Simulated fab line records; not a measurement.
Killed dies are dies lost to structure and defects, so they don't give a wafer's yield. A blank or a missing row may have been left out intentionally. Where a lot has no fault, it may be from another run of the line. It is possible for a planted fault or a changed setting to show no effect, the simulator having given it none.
Which tool did it? || flow sky130 || 42 wafers from 14 lots sampled at 4 of the route's 708 steps

## WHAT THE GAUGES SHOWED, per wafer
SKY_PWDE_TW_MEAS_10. Usual: PWDE_TW typically reads 373, with standard deviation 4.2.
{"lot": "L916", "measured": "day 4 11:35", "on": "film metro-01", "PWDE_TW": "379 375 378", "flag": ""}
{"lot": "L919", "measured": "day 5 00:52", "on": "film metro-03", "PWDE_TW": "369 367 369", "flag": ""}
{"lot": "L926", "measured": "day 6 14:38", "on": "film metro-02", "PWDE_TW": "371 368 370", "flag": ""}
{"lot": "L928", "measured": "day 7 06:52", "on": "film metro-01", "PWDE_TW": "376 378 380", "flag": ""}
{"lot": "L929", "measured": "day 7 07:48", "on": "film metro-01", "PWDE_TW": "378 381 379", "flag": ""}
{"lot": "L930", "measured": "day 7 14:35", "on": "film metro-03", "PWDE_TW": "368 369 368", "flag": ""}
{"lot": "L931", "measured": "day 8 02:55", "on": "film metro-01", "PWDE_TW": "376 376 376", "flag": ""}
{"lot": "L932", "measured": "day 8 04:08", "on": "film metro-02", "PWDE_TW": "369 369 373", "flag": ""}
{"lot": "L933", "measured": "day 8 07:10", "on": "film metro-03", "PWDE_TW": "371 373 370", "flag": ""}
{"lot": "L934", "measured": "day 8 14:07", "on": "film metro-03", "PWDE_TW": "369 369 370", "flag": ""}
{"lot": "L935", "measured": "day 8 19:31", "on": "film metro-03", "PWDE_TW": "369 370 369", "flag": ""}
{"lot": "L936", "measured": "day 9 03:18", "on": "film metro-01", "PWDE_TW": "378 378 378", "flag": ""}

SKY_NWELL_TW_MEAS_15. Usual: NWELL_TW typically reads 1812, with standard deviation 19.
{"lot": "L916", "measured": "day 5 04:38", "on": "film metro-01", "NWELL_TW": "1832 1842 1822", "flag": ""}
{"lot": "L919", "measured": "day 5 18:52", "on": "film metro-01", "NWELL_TW": "1822 1826 1831", "flag": ""}
{"lot": "L926", "measured": "day 7 09:25", "on": "film metro-02", "NWELL_TW": "1808 1801 1800", "flag": ""}
{"lot": "L928", "measured": "day 8 03:46", "on": "film metro-03", "NWELL_TW": "1799 1800 1798", "flag": ""}
{"lot": "L929", "measured": "day 8 05:03", "on": "film metro-02", "NWELL_TW": "1800 1809 1801", "flag": ""}
{"lot": "L930", "measured": "day 8 11:16", "on": "film metro-02", "NWELL_TW": "1810 1819 1818", "flag": ""}
{"lot": "L931", "measured": "day 9 00:26", "on": "film metro-03", "NWELL_TW": "1801 1798 1796", "flag": ""}
{"lot": "L932", "measured": "day 9 01:31", "on": "film metro-03", "NWELL_TW": "1805 1803 1802", "flag": ""}
{"lot": "L933", "measured": "day 9 04:56", "on": "film metro-03", "NWELL_TW": "1803 1814 1797", "flag": ""}
{"lot": "L934", "measured": "day 9 11:51", "on": "film metro-03", "NWELL_TW": "1802 1812 1806", "flag": ""}
{"lot": "L935", "measured": "day 9 16:48", "on": "film metro-01", "NWELL_TW": "1828 1831 1833", "flag": ""}
{"lot": "L936", "measured": "day 10 01:14", "on": "film metro-03", "NWELL_TW": "1783 1773 1772", "flag": ""}

## WHAT TOOL EACH LOT RAN ON (gives the tool, then ch and the chambers of the sampled wafers, and finally the start)
{"lot": "L916", "SKY_FIELD_ISO_PEB_11": "litho track-01 ch 0, day 2 16:00", "SKY_FIELD_ISO_ETCH_15": "rie diel-03 ch 1,2, day 2 16:50"}
{"lot": "L917", "SKY_FIELD_ISO_PEB_11": "litho track-03, day 2 19:00", "SKY_FIELD_ISO_ETCH_15": "rie diel-04 ch 0,1, day 2 20:23"}
{"lot": "L918", "SKY_FIELD_ISO_PEB_11": "litho track-01, day 3 02:00", "SKY_FIELD_ISO_ETCH_15": "rie diel-03 ch 0,2,3, day 3 03:08"}
{"lot": "L919", "SKY_FIELD_ISO_PEB_11": "litho track-04 ch 0, day 3 08:00", "SKY_FIELD_ISO_ETCH_15": "rie diel-04 ch 1,2, day 3 09:16"}
{"lot": "L926", "SKY_FIELD_ISO_PEB_11": "litho track-04 ch 0, day 4 17:00", "SKY_FIELD_ISO_ETCH_15": "rie diel-01 ch 0,2,3, day 4 17:43"}
{"lot": "L928", "SKY_FIELD_ISO_PEB_11": "litho track-03 ch 0, day 5 09:00", "SKY_FIELD_ISO_ETCH_15": "rie diel-03 ch 0,3, day 5 10:14"}
{"lot": "L929", "SKY_FIELD_ISO_PEB_11": "litho track-04 ch 0, day 5 11:00", "SKY_FIELD_ISO_ETCH_15": "rie diel-04 ch 0,1,3, day 5 12:07"}
{"lot": "L930", "SKY_FIELD_ISO_PEB_11": "litho track-01 ch 0, day 5 15:00", "SKY_FIELD_ISO_ETCH_15": "rie diel-04 ch 0,3, day 5 16:20"}
{"lot": "L931", "SKY_FIELD_ISO_PEB_11": "litho track-01 ch 0, day 5 23:00", "SKY_FIELD_ISO_ETCH_15": "rie diel-04 ch 0,1,2, day 6 00:28"}
{"lot": "L932", "SKY_FIELD_ISO_PEB_11": "litho track-04 ch 0, day 6 02:00", "SKY_FIELD_ISO_ETCH_15": "rie diel-01 ch 0,2,3, day 6 02:28"}
{"lot": "L933", "SKY_FIELD_ISO_PEB_11": "litho track-03 ch 0, day 6 07:00", "SKY_FIELD_ISO_ETCH_15": "rie diel-04 ch 0,2, day 6 07:55"}
{"lot": "L934", "SKY_FIELD_ISO_PEB_11": "litho track-01 ch 0, day 6 11:00", "SKY_FIELD_ISO_ETCH_15": "rie diel-04 ch 0,1, day 6 11:38"}
{"lot": "L935", "SKY_FIELD_ISO_PEB_11": "litho track-01 ch 0, day 6 16:00", "SKY_FIELD_ISO_ETCH_15": "rie diel-03 ch 0,2,3, day 6 17:29"}
{"lot": "L936", "SKY_FIELD_ISO_PEB_11": "litho track-03 ch 0, day 7 01:00", "SKY_FIELD_ISO_ETCH_15": "rie diel-01 ch 0,3, day 7 02:08"}
- SKY_FIELD_ISO_PEB_11
- SKY_FIELD_ISO_ETCH_15: etches the open film in CHF3/O2, stops on Si, target depth 180 nm, time 72 s.

## WHAT THE TOOLS THEMSELVES READ (means of the sampled wafers that have a number; where no wafer has one, the mark that the record gives instead)
SKY_FIELD_ISO_PEB_11. Usual: exhaust pa 45.0 Pa, standard deviation 0.85.
{"lot": "L916", "tool": "litho track-01", "exhaust pa (Pa)": 44.5, "flag": ""}
{"lot": "L917", "tool": "litho track-03", "exhaust pa (Pa)": "-", "flag": "OFF"}
{"lot": "L918", "tool": "litho track-01", "exhaust pa (Pa)": "-", "flag": "OFF"}
{"lot": "L919", "tool": "litho track-04", "exhaust pa (Pa)": 44.6, "flag": ""}
{"lot": "L926", "tool": "litho track-04", "exhaust pa (Pa)": 45.2, "flag": ""}
{"lot": "L928", "tool": "litho track-03", "exhaust pa (Pa)": 45.1, "flag": ""}
{"lot": "L929", "tool": "litho track-04", "exhaust pa (Pa)": 44.7, "flag": ""}
{"lot": "L930", "tool": "litho track-01", "exhaust pa (Pa)": 45.3, "flag": ""}
{"lot": "L931", "tool": "litho track-01", "exhaust pa (Pa)": 44.9, "flag": ""}
{"lot": "L932", "tool": "litho track-04", "exhaust pa (Pa)": 45.4, "flag": ""}
{"lot": "L933", "tool": "litho track-03", "exhaust pa (Pa)": 45.2, "flag": ""}
{"lot": "L934", "tool": "litho track-01", "exhaust pa (Pa)": 45.9, "flag": ""}
{"lot": "L935", "tool": "litho track-01", "exhaust pa (Pa)": 44.1, "flag": ""}
{"lot": "L936", "tool": "litho track-03", "exhaust pa (Pa)": 45.5, "flag": ""}

SKY_FIELD_ISO_ETCH_15. Usual: drypump motor current A 5.8 A, standard deviation 0.52; oes product au 0.945 a.u., standard deviation 0.0066; throttle valve pct 8.843 %, standard deviation 0.0093.
{"lot": "L916", "tool": "rie diel-03", "drypump motor current A (A)": 6.3, "oes product au (a.u.)": 0.948, "throttle valve pct (%)": 8.836, "flag": ""}
{"lot": "L917", "tool": "rie diel-04", "drypump motor current A (A)": 6.3, "oes product au (a.u.)": 0.951, "throttle valve pct (%)": 8.850, "flag": ""}
{"lot": "L918", "tool": "rie diel-03", "drypump motor current A (A)": 5.7, "oes product au (a.u.)": 0.951, "throttle valve pct (%)": 8.847, "flag": ""}
{"lot": "L919", "tool": "rie diel-04", "drypump motor current A (A)": 5.7, "oes product au (a.u.)": 0.949, "throttle valve pct (%)": 8.835, "flag": ""}
{"lot": "L926", "tool": "rie diel-01", "drypump motor current A (A)": 5.4, "oes product au (a.u.)": 0.946, "throttle valve pct (%)": 8.848, "flag": ""}
{"lot": "L928", "tool": "rie diel-03", "drypump motor current A (A)": 5.3, "oes product au (a.u.)": 0.941, "throttle valve pct (%)": 8.846, "flag": ""}
{"lot": "L929", "tool": "rie diel-04", "drypump motor current A (A)": 5.9, "oes product au (a.u.)": 0.949, "throttle valve pct (%)": 8.860, "flag": ""}
{"lot": "L930", "tool": "rie diel-04", "drypump motor current A (A)": 6.3, "oes product au (a.u.)": 0.952, "throttle valve pct (%)": 8.849, "flag": ""}
{"lot": "L931", "tool": "rie diel-04", "drypump motor current A (A)": 6.0, "oes product au (a.u.)": 0.951, "throttle valve pct (%)": 8.841, "flag": ""}
{"lot": "L932", "tool": "rie diel-01", "drypump motor current A (A)": 5.5, "oes product au (a.u.)": 0.939, "throttle valve pct (%)": 8.841, "flag": ""}
{"lot": "L933", "tool": "rie diel-04", "drypump motor current A (A)": 6.0, "oes product au (a.u.)": 0.937, "throttle valve pct (%)": 8.837, "flag": ""}
{"lot": "L934", "tool": "rie diel-04", "drypump motor current A (A)": 6.3, "oes product au (a.u.)": 0.950, "throttle valve pct (%)": 8.857, "flag": ""}
{"lot": "L935", "tool": "rie diel-03", "drypump motor current A (A)": 5.7, "oes product au (a.u.)": 0.953, "throttle valve pct (%)": 8.853, "flag": ""}
{"lot": "L936", "tool": "rie diel-01", "drypump motor current A (A)": 5.7, "oes product au (a.u.)": 0.943, "throttle valve pct (%)": 8.842, "flag": ""}

## THE ANSWER, worked out from the rows above alone
Rule: take the mean of a lot's wafers that have a number; if it is more than 3 standard deviations from the usual mean, the lot is off. A lot without any number at a reading at which 4 lots or more have one is off too. The other lots that the step has rows for count as sound. First the gauges in route order, then the tools' own readings, where a lot's mean is used as printed above. At the first step where some lot is off, the reading lying furthest off is the one used; lots without a number count as furthest.
Off at SKY_FIELD_ISO_PEB_11 (exhaust pa): L917, L918. Without a number there: L917, L918.
If a tool, at that step or one of the process steps before it, ran each lot that is off and ran no sound lot following the first of them, it fits. Of those tried, none fits.

## WHAT THE SIMULATOR PUT IN
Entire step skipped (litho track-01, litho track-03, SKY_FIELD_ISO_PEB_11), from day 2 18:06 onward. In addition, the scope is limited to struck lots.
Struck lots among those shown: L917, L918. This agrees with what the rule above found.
